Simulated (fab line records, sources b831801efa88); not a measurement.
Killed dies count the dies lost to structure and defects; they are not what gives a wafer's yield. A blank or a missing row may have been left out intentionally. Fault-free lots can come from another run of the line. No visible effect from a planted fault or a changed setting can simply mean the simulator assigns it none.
fab line records -- flow sky130
record: lots: 13, wafers: 39, last_day: 50
route steps=708 shown GATE_OXIDE@197 LDD_N@253 LDD_HVN@277 SD_P@322
lots with no fault: from the same line, run without faults
start_h: hours from the record's opening day to when the first of the lot's shown wafers began -- wait_h: time in hours since the lot's previous step -- " repeats the value in the row above -- L1.1+2: several wafers, shown together as one row -- - no value, or no start was given -- * or withheld: withheld -- < > ~ a bound
route shown NAME@n: a module of which the file shows steps, and the number in the route of the first -- usual: mean/standard deviation taken from wafers without a fault -- same: alike in all rows -- chamber/n: place in a boat -- sites: per-site readings -- _std_site: how widely they spread, as a standard deviation -- _edge_site: outer sites' mean less inner sites' -- radius_mm: how far each site lies from the wafer's centre -- mask NAME#n: copy n -- behind: the last tool/chamber to shape the wafer -- hold: why the lot went on hold/how many hours it stayed there/how the hold came to an end -- device: names the non-switching transistor (n, p or np) -- end of line: the tests these same wafers got at the end of their route -- a step without rows: its recipe alone -- killed: not the wafer's yield, but the dies lost to structure and defects at the first sort -- map: per-die view of a wafer (x killed, . not killed, _ where there is no die)
set.NAME: the setting as run; set.NAME@STEP: as run at that earlier step -- model.NAME: the simulator's own value behind a step, which no gauge read
the route's steps for a sample of lots (tables are steps, rows are wafers)
services: from which hour (start_h, from the record's first day; less than 0 if before it) a tool's chamber was out of use, for how many hours, and why
== steps ==
step: SKY_GATE_OXIDE_OVL_MEAS_10
usual: GATE_OXIDE_OVL: 0.6/1.2
lot.wafer,tool,chamber,start_h,wait_h,GATE_OXIDE_OVL[nm]
L902.1,overlay-02,-,309.05,0.1,-1.9
L902.4,overlay-02,-,309.05,0.1,0.4
L902.5,overlay-02,-,309.05,0.1,0.3
L903.3,overlay-01,-,312.40,0.1,-1.8
L903.4,overlay-01,-,312.40,0.1,-0.8
L903.5,overlay-01,-,312.40,0.1,1.2
L904.3,overlay-01,-,325.16,0.1,1.5
L904.4,overlay-01,-,325.16,0.1,-0.4
L904.6,overlay-01,-,325.16,0.1,1.4
L905.1,overlay-02,-,330.98,0.1,1.9
L905.4,overlay-02,-,330.98,0.1,0.3
L905.6,overlay-02,-,330.98,0.1,1.4
L906.2,overlay-01,-,342.34,0.1,-0.3
L906.4,overlay-01,-,342.34,0.1,-2.0
L906.6,overlay-01,-,342.34,0.1,-2.0
L907.2,overlay-02,-,345.79,0.1,0.1
L907.4,overlay-02,-,345.79,0.1,-0.4
L907.5,overlay-02,-,345.79,0.1,-0.4
L914.2,overlay-01,-,409.86,0.1,2.4
L914.3,overlay-01,-,409.86,0.1,1.0
L914.6,overlay-01,-,409.86,0.1,0.4
L920.1,overlay-01,-,464.48,0.1,0.1
L920.3,overlay-01,-,464.48,0.1,-0.9
L920.5,overlay-01,-,464.48,0.1,0.3
L921.2,overlay-01,-,473.89,0.1,2.0
L921.3,overlay-01,-,473.89,0.1,-0.4
L921.5,overlay-01,-,473.89,0.1,2.2
L922.1,overlay-01,-,481.39,0.1,-0.2
L922.2,overlay-01,-,481.39,0.1,0.7
L922.4,overlay-01,-,481.39,0.1,0.4
L923.4,overlay-02,-,489.31,0.1,2.1
L923.5,overlay-02,-,489.31,0.1,1.5
L923.6,overlay-02,-,489.31,0.1,1.7
L924.2,overlay-01,-,500.69,0.1,1.9
L924.4,overlay-01,-,500.69,0.1,1.6
L924.6,overlay-01,-,500.69,0.1,3.0
L925.1,overlay-02,-,512.28,0.1,0.5
L925.4,overlay-02,-,512.28,0.1,0.4
L925.5,overlay-02,-,512.28,0.1,2.5
step: SKY_LDD_N_STRIP_16
recipe: chemistry: O2/N2, power_w: 1400, pressure_mtorr: 1500, platen_temp_c: withheld, o2_flow_sccm: 3000, n2_flow_sccm: 300, overash_fraction: 0.5
usual: drypump_motor_current_A: 5.9/0.48, oes_product_au: 0.406/0.0043, strip_time_to_endpoint_s: 4.318/0.013
lot.wafer,tool,chamber,start_h,wait_h,drypump_motor_current_A,oes_product_au,rf_hours_counter_h,strip_time_to_endpoint_s
L902.1,plasma_asher-02,1,400.02,0.1,6.0,0.393,75,4.319
L902.4,plasma_asher-02,1,400.02,0.1,6.0,0.403,-,4.320
L902.5,plasma_asher-02,1,400.02,0.1,6.0,0.403,-,4.327
L903.3,plasma_asher-04,1,406.26,0.1,5.1,0.409,-,4.308
L903.4,plasma_asher-04,0,406.26,0.1,5.2,0.413,-,4.318
L903.5,plasma_asher-04,0,406.26,0.1,5.2,0.408,-,4.324
L904.3,plasma_asher-03,0,422.87,0.1,6.5,0.410,-,4.298
L904.4,plasma_asher-03,1,422.87,0.1,5.9,0.407,-,4.295
L904.6,plasma_asher-03,1,422.87,0.1,5.9,0.403,-,4.297
L905.1,plasma_asher-04,1,426.97,0.1,5.1,0.405,57,4.295
L905.4,plasma_asher-04,1,426.97,0.1,5.1,0.406,-,4.300
L905.6,plasma_asher-04,1,426.97,0.1,5.1,0.399,-,4.319
L906.2,plasma_asher-02,1,439.54,0.1,6.0,0.411,1,4.315
L906.4,plasma_asher-02,0,439.54,0.1,5.9,0.404,-,4.333
L906.6,plasma_asher-02,0,439.54,0.1,5.9,0.405,-,4.310
L907.2,plasma_asher-04,0,442.59,0.1,5.2,0.406,59,4.309
L907.4,plasma_asher-04,1,442.59,0.1,5.1,0.403,-,4.315
L907.5,plasma_asher-04,0,442.59,0.1,5.2,0.404,-,4.321
L914.2,plasma_asher-03,1,513.89,0.1,5.9,0.405,83,4.307
L914.3,plasma_asher-03,1,513.89,0.1,5.9,0.413,-,4.311
L914.6,plasma_asher-03,0,513.89,0.1,6.5,0.396,-,4.298
L920.1,plasma_asher-03,0,568.27,0.1,6.4,0.412,88,4.346
L920.3,plasma_asher-03,1,568.27,0.1,5.9,0.402,-,4.343
L920.5,plasma_asher-03,1,568.27,0.1,5.9,0.408,-,4.318
L921.2,plasma_asher-04,1,573.62,0.1,5.1,0.406,72,4.336
L921.3,plasma_asher-04,0,573.62,0.1,5.2,0.407,-,4.334
L921.5,plasma_asher-04,0,573.62,0.1,5.2,0.403,-,4.348
L922.1,plasma_asher-03,0,580.42,0.1,6.5,0.407,90,4.313
L922.2,plasma_asher-03,1,580.42,0.1,5.9,0.406,90,4.310
L922.4,plasma_asher-03,1,580.42,0.1,5.9,0.409,-,4.333
L923.4,plasma_asher-02,1,586.65,0.1,6.0,0.406,-,4.338
L923.5,plasma_asher-02,1,586.65,0.1,6.0,0.404,-,4.314
L923.6,plasma_asher-02,0,586.65,0.1,5.9,0.406,-,4.323
L924.2,plasma_asher-03,1,597.67,0.1,5.9,0.407,91,4.309
L924.4,plasma_asher-03,1,597.67,0.1,5.9,0.405,-,4.316
L924.6,plasma_asher-03,0,597.67,0.1,6.5,0.402,-,4.312
L925.1,plasma_asher-03,0,609.42,0.1,6.5,0.406,92,4.297
L925.4,plasma_asher-03,1,609.42,0.1,5.9,0.410,-,4.322
L925.5,plasma_asher-03,1,609.42,0.1,5.9,0.405,-,4.327
step: SKY_LDD_HVN_TW_MEAS_10
usual: LDD_HVN_TW: 1439/11
lot.wafer,tool,chamber,start_h,wait_h,LDD_HVN_TW
L902.1,film_metro-03,-,461.37,0.1,1462
L902.4,film_metro-03,-,461.37,0.1,1462
L902.5,film_metro-03,-,461.37,0.1,1472
L903.3,film_metro-04,-,467.84,0.1,1442
L903.4,film_metro-04,-,467.84,0.1,1442
L903.5,film_metro-04,-,467.84,0.1,1448
L904.3,film_metro-03,-,484.84,0.1,1456
L904.4,film_metro-03,-,484.84,0.1,1434
L904.6,film_metro-03,-,484.84,0.1,1456
L905.1,film_metro-02,-,488.94,0.1,1429
L905.4,film_metro-02,-,488.94,0.1,1427
L905.6,film_metro-02,-,488.94,0.1,1435
L906.2,film_metro-04,-,501.28,0.1,1434
L906.4,film_metro-04,-,501.28,0.1,1434
L906.6,film_metro-04,-,501.28,0.1,1443
L907.2,film_metro-03,-,505.00,0.1,1453
L907.4,film_metro-03,-,505.00,0.1,1452
L907.5,film_metro-03,-,505.00,0.1,1454
L914.2,film_metro-02,-,573.58,0.1,1438
L914.3,film_metro-02,-,573.58,0.1,1436
L914.6,film_metro-02,-,573.58,0.1,1440
L920.1,film_metro-02,-,628.14,0.1,1422
L920.3,film_metro-02,-,628.14,0.1,1423
L920.5,film_metro-02,-,628.14,0.1,1421
L921.2,film_metro-02,-,632.68,0.1,1425
L921.3,film_metro-02,-,632.68,0.1,1421
L921.5,film_metro-02,-,632.68,0.1,1423
L922.1,film_metro-04,-,639.82,0.1,1438
L922.2,film_metro-04,-,639.82,0.1,1436
L922.4,film_metro-04,-,639.82,0.1,1442
L923.4,film_metro-04,-,646.27,0.1,1444
L923.5,film_metro-04,-,646.27,0.1,1451
L923.6,film_metro-04,-,646.27,0.1,1436
L924.2,film_metro-04,-,655.93,0.1,1442
L924.4,film_metro-04,-,655.93,0.1,1444
L924.6,film_metro-04,-,655.93,0.1,1439
L925.1,film_metro-03,-,667.82,0.1,1454
L925.4,film_metro-03,-,667.82,0.1,1450
L925.5,film_metro-03,-,667.82,0.1,1447
step: SKY_SD_P_COAT_02
recipe: resist: NOVOLAK, spin_rpm: 3000, resist_thk_nm: 1140
lot.wafer,tool,chamber,start_h,wait_h
L902.1+4+5,litho_track-03,0,571.38,0.1
L903.3+4+5,litho_track-04,0,574.98,0.1
L904.3+4+6,litho_track-04,0,593.83,0.1
L905.1+4+6,litho_track-03,0,596.13,0.1
L906.2+4+6,litho_track-03,0,607.66,0.1
L907.2+4+5,litho_track-03,0,611.26,0.1
L914.2+3+6,litho_track-03,0,676.41,0.1
L920.1+3+5,litho_track-01,0,729.60,0.1
L921.2+3+5,litho_track-01,0,733.28,0.1
L922.1+2+4,litho_track-04,0,740.68,0.1
L923.4+5+6,litho_track-01,0,748.63,0.1
L924.2+4+6,litho_track-01,0,756.28,0.1
L925.1+4+5,litho_track-04,0,768.68,0.1
step: SKY_SD_P_CD_MEAS_07
recipe: target_cd_nm: 380
usual: cd_nm: 380.5/2.5
lot.wafer,tool,chamber,start_h,wait_h,cd_nm
L902.1,cd_sem-01,-,585.50,0.1,379.6
L902.4,cd_sem-01,-,585.50,0.1,382.3
L902.5,cd_sem-01,-,585.50,0.1,384.8
L903.3,cd_sem-02,-,589.57,0.1,378.2
L903.4,cd_sem-02,-,589.57,0.1,376.8
L903.5,cd_sem-02,-,589.57,0.1,378.0
L904.3,cd_sem-02,-,608.69,0.1,379.7
L904.4,cd_sem-02,-,608.69,0.1,377.3
L904.6,cd_sem-02,-,608.69,0.1,376.6
L905.1,cd_sem-02,-,611.05,0.1,382.1
L905.4,cd_sem-02,-,611.05,0.1,385.1
L905.6,cd_sem-02,-,611.05,0.1,381.4
L906.2,cd_sem-02,-,621.92,0.1,382.4
L906.4,cd_sem-02,-,621.92,0.1,380.3
L906.6,cd_sem-02,-,621.92,0.1,382.0
L907.2,cd_sem-01,-,626.05,0.1,378.1
L907.4,cd_sem-01,-,626.05,0.1,377.3
L907.5,cd_sem-01,-,626.05,0.1,374.1
L914.2,cd_sem-02,-,691.15,0.1,379.1
L914.3,cd_sem-02,-,691.15,0.1,436.7
L914.6,cd_sem-02,-,691.15,0.1,377.0
L920.1,cd_sem-02,-,742.95,0.1,383.5
L920.3,cd_sem-02,-,742.95,0.1,381.4
L920.5,cd_sem-02,-,742.95,0.1,382.2
L921.2,cd_sem-01,-,747.45,0.1,384.8
L921.3,cd_sem-01,-,747.45,0.1,386.6
L921.5,cd_sem-01,-,747.45,0.1,384.3
L922.1,cd_sem-01,-,754.70,0.1,378.8
L922.2,cd_sem-01,-,754.70,0.1,380.0
L922.4,cd_sem-01,-,754.70,0.1,380.0
L923.4,cd_sem-02,-,762.39,0.1,378.3
L923.5,cd_sem-02,-,762.39,0.1,381.3
L923.6,cd_sem-02,-,762.39,0.1,377.8
L924.2,cd_sem-02,-,769.47,0.1,381.8
L924.4,cd_sem-02,-,769.47,0.1,382.6
L924.6,cd_sem-02,-,769.47,0.1,380.8
L925.1,cd_sem-02,-,781.88,0.1,384.0
L925.4,cd_sem-02,-,781.88,0.1,385.1
L925.5,cd_sem-02,-,781.88,0.1,381.7
step: SKY_SD_P_STRIP_10
recipe: chemistry: O2/N2, power_w: 1400, pressure_mtorr: 1500, platen_temp_c: withheld, o2_flow_sccm: 3000, n2_flow_sccm: 300, overash_fraction: 0.5
usual: drypump_motor_current_A: 5.9/0.4, oes_product_au: 0.617/0.0043, strip_time_to_endpoint_s: 17.52/0.036
lot.wafer,tool,chamber,start_h,wait_h,drypump_motor_current_A,oes_product_au,rf_hours_counter_h,strip_time_to_endpoint_s
L902.1,plasma_asher-03,0,585.81,0.1,6.5,0.610,90,17.50
L902.4,plasma_asher-03,1,585.81,0.1,5.9,0.619,-,17.52
L902.5,plasma_asher-03,0,585.81,0.1,6.6,0.614,-,17.53
L903.3,plasma_asher-02,1,589.87,0.1,6.0,0.616,-,17.52
L903.4,plasma_asher-02,0,589.87,0.1,5.9,0.621,-,17.55
L903.5,plasma_asher-02,0,589.87,0.1,5.9,0.614,-,17.52
L904.3,plasma_asher-02,0,608.99,0.1,5.9,0.615,-,17.53
L904.4,plasma_asher-02,1,608.99,0.1,6.0,0.614,-,17.55
L904.6,plasma_asher-02,0,608.99,0.1,6.0,0.616,-,17.56
L905.1,plasma_asher-03,0,611.36,0.1,6.6,0.617,92,17.49
L905.4,plasma_asher-03,1,611.36,0.1,5.9,0.615,-,17.48
L905.6,plasma_asher-03,0,611.36,0.1,6.5,0.617,-,17.52
L906.2,plasma_asher-02,0,622.21,0.1,5.9,0.620,19,17.51
L906.4,plasma_asher-02,0,622.21,0.1,5.9,0.617,-,17.54
L906.6,plasma_asher-02,1,622.21,0.1,6.0,0.616,-,17.53
L907.2,plasma_asher-02,1,626.34,0.1,6.0,0.619,19,17.56
L907.4,plasma_asher-02,1,626.34,0.1,6.0,0.620,-,17.54
L907.5,plasma_asher-02,1,626.34,0.1,6.0,0.625,-,17.58
L914.2,plasma_asher-03,1,691.44,0.1,5.9,0.614,101,17.50
L914.3,plasma_asher-03,0,691.44,0.1,6.5,0.575,-,12.09
L914.6,plasma_asher-03,0,691.44,0.1,6.5,0.619,-,17.49
L920.1,plasma_asher-02,1,743.26,0.1,6.0,0.622,31,17.53
L920.3,plasma_asher-02,0,743.26,0.1,5.9,0.613,-,17.48
L920.5,plasma_asher-02,0,743.26,0.1,5.9,0.623,-,17.54
L921.2,plasma_asher-02,0,747.74,0.1,6.0,0.617,32,17.48
L921.3,plasma_asher-02,1,747.74,0.1,6.0,0.615,-,17.50
L921.5,plasma_asher-02,1,747.74,0.1,6.0,0.617,-,17.49
L922.1,plasma_asher-02,1,755.01,0.1,6.0,0.622,32,17.50
L922.2,plasma_asher-02,0,755.01,0.1,6.0,0.612,32,17.52
L922.4,plasma_asher-02,1,755.01,0.1,6.0,0.616,-,17.55
L923.4,plasma_asher-01,0,762.67,0.1,5.2,0.607,-,17.57
L923.5,plasma_asher-01,0,762.67,0.1,5.2,0.623,-,17.51
L923.6,plasma_asher-01,1,762.67,0.1,5.4,0.616,-,17.58
L924.2,plasma_asher-03,0,769.76,0.1,6.5,0.621,3,17.53
L924.4,plasma_asher-03,0,769.76,0.1,6.5,0.619,-,17.50
L924.6,plasma_asher-03,1,769.76,0.1,5.9,0.624,-,17.51
L925.1,plasma_asher-03,1,782.19,0.1,5.9,0.617,4,17.51
L925.4,plasma_asher-03,1,782.19,0.1,5.9,0.614,-,17.51
L925.5,plasma_asher-03,1,782.19,0.1,5.9,0.616,-,17.51
== services ==
tool,chamber,start_h,hours,kind
plasma_asher-02,-,384.97,1.9,repair
litho_track-03,-,401.62,-,consumable_replace:filter
plasma_asher-04,-,419.73,5.7,repair
plasma_asher-02,-,421.25,9.0,pm
plasma_asher-02,0,421.25,9.0,vent_cycle
plasma_asher-02,1,421.25,9.0,vent_cycle
plasma_asher-02,0,430.25,-,clean
plasma_asher-02,1,430.25,-,clean
plasma_asher-02,-,445.38,0.4,repair
plasma_asher-01,-,449.89,7.3,repair
plasma_asher-01,-,474.82,15.6,pm
plasma_asher-01,-,501.06,3.5,repair
plasma_asher-04,-,509.31,1.8,repair
plasma_asher-02,-,511.75,2.8,pm
plasma_asher-03,-,523.86,3.9,repair
litho_track-01,-,533.76,-,consumable_replace:filter
plasma_asher-03,-,591.78,4.2,repair
plasma_asher-04,-,681.56,2.1,repair
plasma_asher-03,-,733.75,9.0,pm
plasma_asher-03,0,733.75,9.0,vent_cycle
plasma_asher-03,1,733.75,9.0,vent_cycle
plasma_asher-03,0,742.75,-,clean
plasma_asher-03,1,742.75,-,clean
plasma_asher-04,-,749.36,3.9,repair
== key ==
first_sign: step: SKY_SD_P_CD_MEAS_07, reading: cd_nm, direction: up, sigmas: 22, usual: 380.5, struck: 436.7
effect: step: SKY_SD_P_STRIP_10, reading: strip_time_to_endpoint_s, direction: down, sigmas: 99+, usual: *, struck: *
met_at SKY_SD_P_COAT_02
struck_lots L914
struck_wafers L914.3
sort_left_out L914.3
tester_left_out L914
not_acting_at SKY_GATE_OXIDE_OVL_MEAS_10,SKY_LDD_N_STRIP_16,SKY_LDD_HVN_TW_MEAS_10
onset_between 611.26 676.41
fault: kind: process_parameter_drift, tool: litho_track-03, chamber: -, onset_h: 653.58, steps: SKY_SD_P_COAT_02, channel: resist_thk_nm, offset: -474.26, shape: step, end_h: 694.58, scope: struck_wafers_only, acts_in: these_recipes_only, stated: 1140
tester_left_out: of these lots the tester's yield and bins aren't shown, on N5 and GAA mostly nor the transistor test; their killed dies are dies lost to structure and defects alone, not to doping, threshold or leakage, so they don't give the yield
sort_left_out: the simulated sort isn't trusted on such a fault, so these wafers' sort isn't shown, and their yield isn't known
